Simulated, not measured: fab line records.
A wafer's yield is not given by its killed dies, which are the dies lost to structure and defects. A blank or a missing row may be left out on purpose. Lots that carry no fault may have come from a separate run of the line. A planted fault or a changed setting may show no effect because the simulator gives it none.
fab line records ; flow sky130
record: lots: 14; wafers: 42; lastDay: 50
route steps=708 shown SD_N@356 RES_XHIGH@360 LOCAL_INTERCONNECT@389 PAD_OPEN@708
lots untouched by any fault: they come from a run of this same line in which no faults occurred
startH: hours from the record's first day to the start of the lot's first wafer shown ; waitH: time in hours since the lot's previous step ; " unchanged from the row above ; L1.1+2: a row that stands for several wafers ; - value missing, or start not given ; * or withheld: withheld ; < > ~ a bound
route shown NAME@n: NAME is a module with steps in the file, n the number in the route of the first one ; usual: the fault-free wafers' mean and standard deviation ; same: alike in all rows ; chamber/n: place in a boat ; sites: each site's reading ; _std_site: how widely they spread, as a standard deviation ; _edge_site: outer sites' mean less inner sites' ; radiusMm: how far each site lies from the wafer's centre ; mask NAME#n: copy n ; behind: the most recent tool/chamber to have shaped the wafer ; hold: why the lot was held/for how many hours/how that ended ; device: the n, p or np transistor that did not switch ; end of line: the tests these same wafers got at the end of their route ; where a step has no rows: the recipe by itself ; killed: not the wafer's yield, but the dies lost to structure and defects at the first sort ; map: shows each die of a wafer: x if killed, . if not, _ if none is there
set.NAME: the setting as run; set.NAME@STEP: as run at that earlier step ; model.NAME: the simulator's own value behind a step, which no gauge read
the route's steps for a sample of lots (tables are steps, rows are wafers)
services: the hour from which a tool's chamber was out of use, counted from the record's first day as startH (under 0 if before that day), plus the number of hours and why
== steps ==
step: SKY_SD_N_RTA_14
recipe: tempC: 1075; timeS: 2; idleTempC: 650; rampUpCPerS: 150; rampDownCPerS: 90; ambient: N2
usual: lampPowerPct: 15.74/0.054; rampUpCPerS: 150.00/0.029; wafer_temp_C_max: 1078.1/1.4
lot.wafer;tool;chamber;startH;waitH;lampPowerPct;rampUpCPerS;wafer_temp_C_max
L178.2;rtpAnneal-01;0;672.44;0.0;15.68;150.04;1078.8
L178.3;rtpAnneal-01;0;672.44;0.0;15.78;149.97;1078.8
L178.4;rtpAnneal-01;0;672.44;0.0;15.78;149.98;1077.9
L181.3;rtpAnneal-02;0;673.08;0.0;15.75;149.97;1078.1
L181.5;rtpAnneal-02;0;673.08;0.0;15.79;150.03;1078.7
L181.6;rtpAnneal-02;0;673.08;0.0;15.75;149.97;1078.3
L182.1;rtpAnneal-01;0;681.09;0.0;15.73;150.00;1078.8
L182.2;rtpAnneal-01;0;681.09;0.0;15.77;150.01;1078.1
L182.3;rtpAnneal-01;0;681.09;0.0;15.73;150.01;1078.4
L183.1;rtpAnneal-02;0;691.65;0.0;15.70;149.96;1078.6
L183.3;rtpAnneal-02;0;691.65;0.0;15.67;149.96;1076.3
L183.6;rtpAnneal-02;0;691.65;0.0;15.61;150.05;1078.4
L184.3;rtpAnneal-01;0;699.28;0.0;15.75;149.97;1078.3
L184.4;rtpAnneal-01;0;699.28;0.0;15.69;149.97;1080.5
L184.6;rtpAnneal-01;0;699.28;0.0;15.76;149.99;1079.6
L185.1;rtpAnneal-02;0;708.39;0.0;15.85;150.04;1076.2
L185.3;rtpAnneal-02;0;708.39;0.0;15.75;150.04;1082.1
L185.6;rtpAnneal-02;0;708.39;0.0;15.80;150.01;1077.8
L187.4;rtpAnneal-02;0;724.96;0.0;15.75;150.03;1077.1
L187.5;rtpAnneal-02;0;724.96;0.0;15.72;149.99;1076.8
L187.6;rtpAnneal-02;0;724.96;0.0;15.63;150.01;1079.5
L189.2;rtpAnneal-02;0;736.05;0.0;15.72;150.03;1076.2
L189.4;rtpAnneal-02;0;736.05;0.0;15.77;149.96;1078.7
L189.6;rtpAnneal-02;0;736.05;0.0;15.74;149.99;1075.1
L191.2;rtpAnneal-02;0;758.49;0.0;15.79;44.981;1080.5
L191.3;rtpAnneal-02;0;758.49;0.0;15.73;44.949;1076.8
L191.5;rtpAnneal-02;0;758.49;0.0;15.72;44.981;1077.7
L193.1;rtpAnneal-02;0;770.58;0.0;15.79;45.004;1078.9
L193.3;rtpAnneal-02;0;770.58;0.0;15.70;44.953;1077.9
L193.4;rtpAnneal-02;0;770.58;0.0;15.73;44.997;1078.7
L198.2;rtpAnneal-01;0;819.19;0.0;15.72;150.01;1077.0
L198.4;rtpAnneal-01;0;819.19;0.0;15.82;149.99;1081.4
L198.6;rtpAnneal-01;0;819.19;0.0;15.68;150.02;1077.8
L199.2;rtpAnneal-01;0;821.77;0.0;15.81;150.01;1080.8
L199.4;rtpAnneal-01;0;821.77;0.0;15.67;150.03;1076.9
L199.6;rtpAnneal-01;0;821.77;0.0;15.70;149.97;1076.4
L200.1;rtpAnneal-01;0;822.49;0.0;15.68;149.96;1076.0
L200.4;rtpAnneal-01;0;822.49;0.0;15.82;150.00;1076.3
L200.5;rtpAnneal-01;0;822.49;0.0;15.79;149.97;1075.1
L201.1;rtpAnneal-02;0;830.39;0.0;15.75;150.04;1077.1
L201.2;rtpAnneal-02;0;830.39;0.0;15.60;149.97;1077.8
L201.4;rtpAnneal-02;0;830.39;0.0;15.68;150.02;1079.0
step: SKY_SD_N_RS_MEAS_18
recipe: thkMeasGauge: four-point-probe
usual: RES_XHIGH_RS: 333.7/1.2
lot.wafer;tool;chamber;startH;waitH;RES_XHIGH_RS[ohm/sq]
L178.2;filmMetro-03;-;672.87;0.1;333.8
L178.3;filmMetro-03;-;672.87;0.1;333.5
L178.4;filmMetro-03;-;672.87;0.1;334.6
L181.3;filmMetro-03;-;673.52;0.1;333.6
L181.5;filmMetro-03;-;673.52;0.1;333.3
L181.6;filmMetro-03;-;673.52;0.1;333.1
L182.1;filmMetro-02;-;681.50;0.1;332.3
L182.2;filmMetro-02;-;681.50;0.1;333.7
L182.3;filmMetro-02;-;681.50;0.1;332.3
L183.1;filmMetro-02;-;692.06;0.1;335.4
L183.3;filmMetro-02;-;692.06;0.1;334.1
L183.6;filmMetro-02;-;692.06;0.1;334.6
L184.3;filmMetro-03;-;699.72;0.1;334.8
L184.4;filmMetro-03;-;699.72;0.1;333.4
L184.6;filmMetro-03;-;699.72;0.1;335.4
L185.1;filmMetro-02;-;708.80;0.1;331.1
L185.3;filmMetro-02;-;708.80;0.1;330.3
L185.6;filmMetro-02;-;708.80;0.1;332.3
L187.4;filmMetro-03;-;725.40;0.1;332.2
L187.5;filmMetro-03;-;725.40;0.1;333.7
L187.6;filmMetro-03;-;725.40;0.1;332.4
L189.2;filmMetro-02;-;736.48;0.1;334.2
L189.4;filmMetro-02;-;736.48;0.1;334.3
L189.6;filmMetro-02;-;736.48;0.1;333.9
L191.2;filmMetro-03;-;758.92;0.1;335.6
L191.3;filmMetro-03;-;758.92;0.1;334.0
L191.5;filmMetro-03;-;758.92;0.1;335.3
L193.1;filmMetro-03;-;771.00;0.1;335.4
L193.3;filmMetro-03;-;771.00;0.1;334.9
L193.4;filmMetro-03;-;771.00;0.1;334.9
L198.2;filmMetro-02;-;819.61;0.1;334.3
L198.4;filmMetro-02;-;819.61;0.1;335.0
L198.6;filmMetro-02;-;819.61;0.1;333.8
L199.2;filmMetro-04;-;822.20;0.1;332.5
L199.4;filmMetro-04;-;822.20;0.1;332.9
L199.6;filmMetro-04;-;822.20;0.1;334.4
L200.1;filmMetro-04;-;822.90;0.1;333.0
L200.4;filmMetro-04;-;822.90;0.1;333.0
L200.5;filmMetro-04;-;822.90;0.1;333.2
L201.1;filmMetro-04;-;830.80;0.1;331.2
L201.2;filmMetro-04;-;830.80;0.1;333.5
L201.4;filmMetro-04;-;830.80;0.1;332.5
step: SKY_LOCAL_INTERCONNECT_THK_MEAS_02
recipe: thkMeasGauge: xrf; reads: TiN_of_LOCAL_INTERCONNECT_SPUTTER_00
usual: LOCAL_INTERCONNECT_TIN_THK: 100.0/1.5
lot.wafer;tool;chamber;startH;waitH;LOCAL_INTERCONNECT_TIN_THK[nm]
L178.2;filmMetro-01;-;703.34;0.1;98.3
L178.3;filmMetro-01;-;703.34;0.1;98.5
L178.4;filmMetro-01;-;703.34;0.1;98.1
L181.3;filmMetro-04;-;703.96;0.1;104.0
L181.5;filmMetro-04;-;703.96;0.1;102.5
L181.6;filmMetro-04;-;703.96;0.1;101.8
L182.1;filmMetro-02;-;711.87;0.1;100.7
L182.2;filmMetro-02;-;711.87;0.1;100.8
L182.3;filmMetro-02;-;711.87;0.1;98.8
L183.1;filmMetro-02;-;722.47;0.1;99.7
L183.3;filmMetro-02;-;722.47;0.1;99.5
L183.6;filmMetro-02;-;722.47;0.1;100.3
L184.3;filmMetro-02;-;729.84;0.1;102.7
L184.4;filmMetro-02;-;729.84;0.1;102.3
L184.6;filmMetro-02;-;729.84;0.1;101.5
L185.1;filmMetro-04;-;738.62;0.1;102.3
L185.3;filmMetro-04;-;738.62;0.1;102.1
L185.6;filmMetro-04;-;738.62;0.1;103.8
L187.4;filmMetro-04;-;755.30;0.1;101.1
L187.5;filmMetro-04;-;755.30;0.1;100.8
L187.6;filmMetro-04;-;755.30;0.1;100.2
L189.2;filmMetro-02;-;765.34;0.1;99.5
L189.4;filmMetro-02;-;765.34;0.1;99.5
L189.6;filmMetro-02;-;765.34;0.1;99.7
L191.2;filmMetro-01;-;787.28;0.1;100.0
L191.3;filmMetro-01;-;787.28;0.1;101.8
L191.5;filmMetro-01;-;787.28;0.1;100.4
L193.1;filmMetro-01;-;799.50;0.1;101.5
L193.3;filmMetro-01;-;799.50;0.1;102.1
L193.4;filmMetro-01;-;799.50;0.1;100.6
L198.2;filmMetro-02;-;848.08;0.1;99.9
L198.4;filmMetro-02;-;848.08;0.1;99.8
L198.6;filmMetro-02;-;848.08;0.1;98.7
L199.2;filmMetro-04;-;850.16;0.1;99.0
L199.4;filmMetro-04;-;850.16;0.1;99.5
L199.6;filmMetro-04;-;850.16;0.1;100.5
L200.1;filmMetro-01;-;851.57;0.1;98.4
L200.4;filmMetro-01;-;851.57;0.1;98.3
L200.5;filmMetro-01;-;851.57;0.1;98.2
L201.1;filmMetro-02;-;858.73;0.1;100.9
L201.2;filmMetro-02;-;858.73;0.1;100.2
L201.4;filmMetro-02;-;858.73;0.1;101.3
step: SKY_LOCAL_INTERCONNECT_OVL_MEAS_12
usual: LOCAL_INTERCONNECT_OVL: -3/5
lot.wafer;tool;chamber;startH;waitH;LOCAL_INTERCONNECT_OVL[nm]
L178.2;overlay-02;-;731.10;0.1;0
L178.3;overlay-02;-;731.10;0.1;-2
L178.4;overlay-02;-;731.10;0.1;-2
L181.3;overlay-02;-;732.03;0.1;-4
L181.5;overlay-02;-;732.03;0.1;-10
L181.6;overlay-02;-;732.03;0.1;-10
L182.1;overlay-02;-;738.47;0.1;-6
L182.2;overlay-02;-;738.47;0.1;3
L182.3;overlay-02;-;738.47;0.1;-7
L183.1;overlay-02;-;749.40;0.1;-11
L183.3;overlay-02;-;749.40;0.1;-5
L183.6;overlay-02;-;749.40;0.1;-4
L184.3;overlay-01;-;756.91;0.1;-5
L184.4;overlay-01;-;756.91;0.1;-2
L184.6;overlay-01;-;756.91;0.1;-1
L185.1;overlay-02;-;765.59;0.1;-5
L185.3;overlay-02;-;765.59;0.1;-5
L185.6;overlay-02;-;765.59;0.1;0
L187.4;overlay-01;-;782.38;0.1;-3
L187.5;overlay-01;-;782.38;0.1;3
L187.6;overlay-01;-;782.38;0.1;-4
L189.2;overlay-02;-;791.62;0.1;-3
L189.4;overlay-02;-;791.62;0.1;-4
L189.6;overlay-02;-;791.62;0.1;2
L191.2;overlay-02;-;813.67;0.1;-10
L191.3;overlay-02;-;813.67;0.1;-5
L191.5;overlay-02;-;813.67;0.1;-5
L193.1;overlay-01;-;825.54;0.1;-10
L193.3;overlay-01;-;825.54;0.1;2
L193.4;overlay-01;-;825.54;0.1;-11
L198.2;overlay-01;-;873.60;0.1;-11
L198.4;overlay-01;-;873.60;0.1;-11
L198.6;overlay-01;-;873.60;0.1;-5
L199.2;overlay-02;-;875.71;0.1;-7
L199.4;overlay-02;-;875.71;0.1;-8
L199.6;overlay-02;-;875.71;0.1;-4
L200.1;overlay-01;-;877.24;0.1;3
L200.4;overlay-01;-;877.24;0.1;5
L200.5;overlay-01;-;877.24;0.1;5
L201.1;overlay-02;-;883.30;0.1;-9
L201.2;overlay-02;-;883.30;0.1;-9
L201.4;overlay-02;-;883.30;0.1;-13
step: SKY_PAD_OPEN_PROBE_99
usual: killed_at_M0_to_M3: 44/6.9; killed_at_M4_up: 3.3/2; killedAtContacts: 25/5.4; killedAtFrontEnd: 16/4.6; killedAtOther: 0.2/0.51; killedDies: 88/8.9; killedOnRim: 17/3.6; killedOpen: 48/6.8; killedShort: 39/5.8
same: grossDies: 492; killedAtBackSide: 0
lot.wafer;tool;chamber;startH;waitH;killed_at_M0_to_M3;killed_at_M4_up;killedAtContacts;killedAtFrontEnd;killedAtOther;killedDies;killedOnRim;killedOpen;killedShort
L181.3;prober-01;-;1096.06;0.2;34;3;27;18;0;82;10;37;45
L181.5;prober-01;-;1096.16;0.2;36;7;25;11;0;79;15;37;41
L181.6;prober-01;-;1096.21;0.2;46;3;25;21;0;95;19;50;45
L183.1;prober-01;-;1113.57;0.1;43;4;23;25;1;96;21;62;33
L183.3;prober-01;-;1113.67;0.2;53;1;22;14;1;91;19;45;45
L183.6;prober-01;-;1113.82;0.2;42;5;20;21;0;88;18;54;34
L184.3;prober-02;-;1114.79;0.2;62;3;19;12;0;96;20;59;36
L184.4;prober-02;-;1114.84;0.2;53;6;30;15;1;105;21;56;48
L184.6;prober-02;-;1114.94;0.2;40;2;29;17;0;88;19;48;40
L187.4;prober-01;-;1135.76;0.2;36;2;26;23;0;87;16;47;40
L187.5;prober-01;-;1135.81;0.2;53;4;25;16;0;98;18;60;38
L187.6;prober-01;-;1135.86;0.2;63;6;18;16;1;104;19;50;53
L189.2;prober-01;-;1138.91;0.1;37;2;26;17;2;84;15;47;36
L189.4;prober-01;-;1139.01;0.2;44;3;21;17;0;85;19;44;40
L189.6;prober-01;-;1139.11;0.2;37;0;20;22;0;79;17;45;32
L191.2;prober-01;-;1153.68;0.1;29;3;20;21;0;73;10;44;29
L191.3;prober-01;-;1153.73;0.2;51;2;23;10;0;86;15;56;30
L191.5;prober-01;-;1153.83;0.2;49;7;23;12;0;91;20;49;39
L198.2;prober-01;-;1196.83;0.1;43;2;28;13;0;86;14;46;40
L198.4;prober-01;-;1196.93;0.2;44;5;23;14;0;86;16;55;31
L198.6;prober-01;-;1197.03;0.2;35;1;29;17;1;83;16;42;41
killed by level:class
L181.3 CONTACT:geometricParticle:short=9 CONTACT:geometricParticle:open=6 POLY_GATE:geometricParticle:short=5 POLY_GATE:geometricParticle:open=5 LOCAL_INTERCONNECT:geometricParticle:short=5 VIA1:geometricParticle:open=5 LI_CONTACT:geometricParticle:open=4 VIA1:geometricParticle:short=4
L181.5 LOCAL_INTERCONNECT:geometricParticle:short=8 CONTACT:geometricParticle:open=7 VIA1:geometricParticle:open=7 VIA2:geometricParticle:short=6 LI_CONTACT:geometricParticle:open=5 VIA2:geometricParticle:open=5 METAL2:geometricParticle:short=5 VIA3:geometricParticle:short=5
L181.6 VIA1:geometricParticle:open=10 CONTACT:geometricParticle:open=9 LOCAL_INTERCONNECT:geometricParticle:short=7 METAL1:geometricParticle:short=7 POLY_GATE:geometricParticle:open=6 LI_CONTACT:geometricParticle:open=6 VIA2:geometricParticle:open=6 FIELD_ISO:geometricParticle:open=5
L183.1 CONTACT:geometricParticle:open=13 VIA3:geometricParticle:open=12 POLY_GATE:geometricParticle:short=8 VIA1:geometricParticle:open=8 VIA2:geometricParticle:open=7 LI_CONTACT:geometricParticle:open=5 METAL1:geometricParticle:short=5 FIELD_ISO:geometricParticle:open=4
L183.3 VIA2:geometricParticle:open=8 VIA3:geometricParticle:open=8 CONTACT:geometricParticle:open=7 VIA1:geometricParticle:open=7 METAL2:geometricParticle:short=7 LI_CONTACT:geometricParticle:short=6 METAL1:geometricParticle:short=6 LOCAL_INTERCONNECT:geometricParticle:short=4
L183.6 VIA1:geometricParticle:open=13 CONTACT:geometricParticle:open=8 VIA2:geometricParticle:open=8 METAL1:geometricParticle:short=7 VIA3:geometricParticle:open=7 POLY_GATE:geometricParticle:open=5 FIELD_ISO:geometricParticle:open=4 LI_CONTACT:geometricParticle:open=4
L184.3 VIA1:geometricParticle:open=22 VIA2:geometricParticle:open=9 CONTACT:geometricParticle:open=8 METAL1:geometricParticle:short=6 VIA3:geometricParticle:short=5 VIA1:geometricParticle:short=4 VIA3:geometricParticle:open=4 FIELD_ISO:geometricParticle:open=3
L184.4 VIA1:geometricParticle:open=14 VIA2:geometricParticle:open=9 CONTACT:geometricParticle:open=8 CONTACT:geometricParticle:short=7 LOCAL_INTERCONNECT:geometricParticle:short=7 METAL1:geometricParticle:short=7 FIELD_ISO:geometricParticle:open=6 METAL4:geometricParticle:short=6
L184.6 VIA1:geometricParticle:open=11 LI_CONTACT:geometricParticle:open=7 CONTACT:geometricParticle:open=7 CONTACT:geometricParticle:short=6 VIA1:geometricParticle:short=6 FIELD_ISO:geometricParticle:short=5 FIELD_ISO:geometricParticle:open=5 METAL1:geometricParticle:short=5
L187.4 LI_CONTACT:geometricParticle:open=12 FIELD_ISO:geometricParticle:open=10 CONTACT:geometricParticle:open=7 METAL1:geometricParticle:short=6 VIA3:geometricParticle:short=6 METAL2:geometricParticle:short=5 FIELD_ISO:geometricParticle:short=4 VIA1:geometricParticle:short=4
L187.5 VIA1:geometricParticle:open=14 LI_CONTACT:geometricParticle:open=11 VIA2:geometricParticle:open=10 CONTACT:geometricParticle:open=9 FIELD_ISO:geometricParticle:short=7 METAL2:geometricParticle:short=5 VIA1:geometricParticle:short=5 FIELD_ISO:geometricParticle:open=4
L187.6 VIA1:geometricParticle:open=13 VIA2:geometricParticle:open=12 VIA1:geometricParticle:short=8 METAL1:geometricParticle:short=7 METAL2:geometricParticle:short=6 POLY_GATE:geometricParticle:short=5 CONTACT:geometricParticle:open=5 VIA3:geometricParticle:short=5
L189.2 LI_CONTACT:geometricParticle:open=9 VIA1:geometricParticle:open=9 VIA3:geometricParticle:open=9 CONTACT:geometricParticle:open=7 CONTACT:geometricParticle:short=5 VIA1:geometricParticle:short=5 VIA2:geometricParticle:short=4 POLY_GATE:geometricParticle:open=4
L189.4 VIA3:geometricParticle:open=10 METAL2:geometricParticle:short=8 VIA2:geometricParticle:open=7 FIELD_ISO:geometricParticle:open=6 LI_CONTACT:geometricParticle:open=5 CONTACT:geometricParticle:open=5 VIA1:geometricParticle:open=5 SPACER:geometricParticle:short=4
L189.6 CONTACT:geometricParticle:open=10 VIA1:geometricParticle:open=9 VIA3:geometricParticle:short=6 CONTACT:geometricParticle:short=5 VIA2:geometricParticle:open=5 FIELD_ISO:geometricParticle:open=4 LI_CONTACT:geometricParticle:open=4 VIA3:geometricParticle:open=4
L191.2 LI_CONTACT:geometricParticle:open=9 VIA1:geometricParticle:open=9 CONTACT:geometricParticle:open=9 POLY_GATE:geometricParticle:short=8 FIELD_ISO:geometricParticle:short=5 METAL1:geometricParticle:short=5 VIA2:geometricParticle:open=5 POLY_GATE:geometricParticle:open=4
L191.3 VIA1:geometricParticle:open=11 METAL1:geometricParticle:short=9 VIA2:geometricParticle:open=9 LI_CONTACT:geometricParticle:open=8 CONTACT:geometricParticle:open=8 VIA1:geometricParticle:short=7 FIELD_ISO:geometricParticle:open=4 CONTACT:geometricParticle:short=4
L191.5 VIA1:geometricParticle:open=16 LI_CONTACT:geometricParticle:open=8 POLY_GATE:geometricParticle:short=7 VIA3:geometricParticle:open=7 VIA2:geometricParticle:open=6 LOCAL_INTERCONNECT:geometricParticle:short=5 VIA1:geometricParticle:short=5 METAL3:geometricParticle:short=5
L198.2 VIA1:geometricParticle:open=8 LI_CONTACT:geometricParticle:open=7 VIA2:geometricParticle:open=7 METAL1:geometricParticle:short=6 LI_CONTACT:geometricParticle:short=5 CONTACT:geometricParticle:open=5 VIA3:geometricParticle:open=4 LOCAL_INTERCONNECT:geometricParticle:short=4
L198.4 VIA1:geometricParticle:open=13 CONTACT:geometricParticle:open=10 VIA3:geometricParticle:open=7 METAL2:geometricParticle:short=6 VIA2:geometricParticle:open=6 LI_CONTACT:geometricParticle:open=5 METAL1:geometricParticle:short=5 FIELD_ISO:geometricParticle:short=3
L198.6 CONTACT:geometricParticle:open=10 VIA1:geometricParticle:open=9 LOCAL_INTERCONNECT:geometricParticle:short=6 LI_CONTACT:geometricParticle:open=6 VIA2:geometricParticle:open=5 METAL2:geometricParticle:short=5 FIELD_ISO:geometricParticle:open=4 POLY_GATE:geometricParticle:short=4
== services ==
tool;chamber;startH;hours;kind
rtpAnneal-02;-;795.06;3.6;pm
== key ==
firstSign: step: SKY_SD_N_RTA_14; reading: rampUpCPerS; direction: down; sigmas: 99+; usual: 150.00; struck: 44.978
effect none on later readings
metAt SKY_SD_N_RTA_14
struckLots L191,L193
testerLeftOut L191,L193
notActingAt SKY_SD_N_RS_MEAS_18,SKY_LOCAL_INTERCONNECT_THK_MEAS_02,SKY_LOCAL_INTERCONNECT_OVL_MEAS_12
onsetBetween 736.05 758.49
fault: kind: processParameterDrift; tool: rtpAnneal-02; chamber: -; onsetH: 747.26; steps: SKY_SD_N_RTA_14; channel: rampUpCPerS; offset: -105; shape: step; endH: 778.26; actsIn: theseRecipesOnly; stated: 150
testerLeftOut: of these lots the tester's yield and bins aren't shown, on N5 and GAA mostly nor the transistor test; their killed dies are dies lost to structure and defects alone, not to doping, threshold or leakage, so they don't give the yield
